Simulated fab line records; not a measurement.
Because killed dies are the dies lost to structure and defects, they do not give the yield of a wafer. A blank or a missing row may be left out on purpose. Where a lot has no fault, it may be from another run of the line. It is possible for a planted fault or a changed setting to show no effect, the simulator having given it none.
Which tool is to blame? -- flow sfq-line -- 7 lots, 21 wafers sampled, at 5 steps of a route of 325

WHAT THE GAUGES SHOWED, per wafer
SFQ_M7_RS_MEAS_943: measures by four-point-probe.
lot,measured,on,M7_NB_RS (ohm/sq)
L134,day 78 07:26,film-metro-01,0.919 0.929 0.931
L136,day 78 12:09,film-metro-03,0.935 0.937 0.938
L141,day 79 13:43,film-metro-04,0.928 0.919 0.919
L144,day 80 16:23,film-metro-01,0.916 0.929 0.931
L148,day 82 19:23,film-metro-03,- - -
L153,day 89 03:20,film-metro-01,0.939 0.937 0.933
L155,day 90 09:23,film-metro-01,0.939 0.938 0.939

WHICH TOOL RAN EACH LOT (tool, then ch and the chambers of the sampled wafers, then the start)
lot,SFQ_TRILAYER_M3_ETCH_METAL_ETCH_078,SFQ_TRILAYER_I3_VIA_STRIP_STRIP_089,SFQ_TRILAYER_M5_STRIP_STRIP_127,SFQ_TRILAYER_M7_DEP_SPUTTER_175
L134,"rie-metal-01 ch 0,1, day 46 14:54","rie-metal-02 ch 0,1, day 48 03:20","rie-metal-01 ch 0,1, day 70 17:12","pvd-sputter-06, day 78 07:21"
L136,"rie-metal-04 ch 1, day 47 15:09","rie-metal-03 ch 0, day 48 06:56","rie-metal-03 ch 1, day 70 23:12","pvd-sputter-06, day 78 12:02"
L141,"rie-metal-01 ch 0,1, day 50 17:17","rie-metal-01 ch 0,1, day 57 02:14","rie-metal-02 ch 0,1, day 73 10:20","pvd-sputter-04, day 79 13:35"
L144,"rie-metal-04 ch 0,1, day 51 17:17","rie-metal-02 ch 0,1, day 58 01:02","rie-metal-02 ch 0,1, day 74 11:32","pvd-sputter-06, day 80 16:14"
L148,"rie-metal-03 ch 0,1, day 53 12:41","rie-metal-01 ch 0,1, day 60 02:10","rie-metal-02 ch 0,1, day 76 17:04","pvd-sputter-04, day 82 19:16"
L153,"rie-metal-01 ch 0,1, day 54 12:46","rie-metal-01 ch 0,1, day 61 01:10","rie-metal-01 ch 0,1, day 77 05:16","pvd-sputter-05, day 89 03:13"
L155,"rie-metal-01 ch 0,1, day 55 12:56","rie-metal-01 ch 0,1, day 61 18:32","rie-metal-03 ch 0,1, day 77 09:52","pvd-sputter-04, day 90 09:18"
- SFQ_TRILAYER_M3_ETCH_METAL_ETCH_078: etches Nb in Cl2/Ar, stops on SiO2, target depth 240 nm, time 120 s.
- SFQ_TRILAYER_I3_VIA_STRIP_STRIP_089: strips in O2.
- SFQ_TRILAYER_M5_STRIP_STRIP_127: strips in O2.
- SFQ_TRILAYER_M7_DEP_SPUTTER_175: material Nb, target thk 200 nm, time 127.5 s.

THE ANSWER, worked out from the rows above alone
Rule: usual is defined by the lots themselves. Put in order of their means at a reading, lots are off if they are a third of the lots or fewer, leave a main group of 4 or more, and stand apart from it by a gap of 3 or more times the standard deviation of the main group's means; of several such gaps the widest counts. The tables above print the reading to a certain number of digits; a main group whose means all agree to those digits is not used. Also off: a lot with no number at a reading for which 4 or more lots have one. Where the step has rows for the other lots, those lots are counted as sound.
Off: L148, seen at SFQ_M7_RS_MEAS_943 (M7_NB_RS). Without a number there: L148. The main group has a mean of 0.931 ohm/sq with a standard deviation of 0.0065.
A tool fits if, at a process step before that reading, it ran every lot that is off, and no sound lot after the first of them. Those tools and the gauges at SFQ_M7_RS_MEAS_943 are tried in the same way. Can't be told from this: 3 tools fit, rie-metal-03 at SFQ_TRILAYER_M3_ETCH_METAL_ETCH_078, rie-metal-02 at SFQ_TRILAYER_M5_STRIP_STRIP_127, film-metro-03 at SFQ_M7_RS_MEAS_943.

WHAT WAS PUT IN BY THE SIMULATOR
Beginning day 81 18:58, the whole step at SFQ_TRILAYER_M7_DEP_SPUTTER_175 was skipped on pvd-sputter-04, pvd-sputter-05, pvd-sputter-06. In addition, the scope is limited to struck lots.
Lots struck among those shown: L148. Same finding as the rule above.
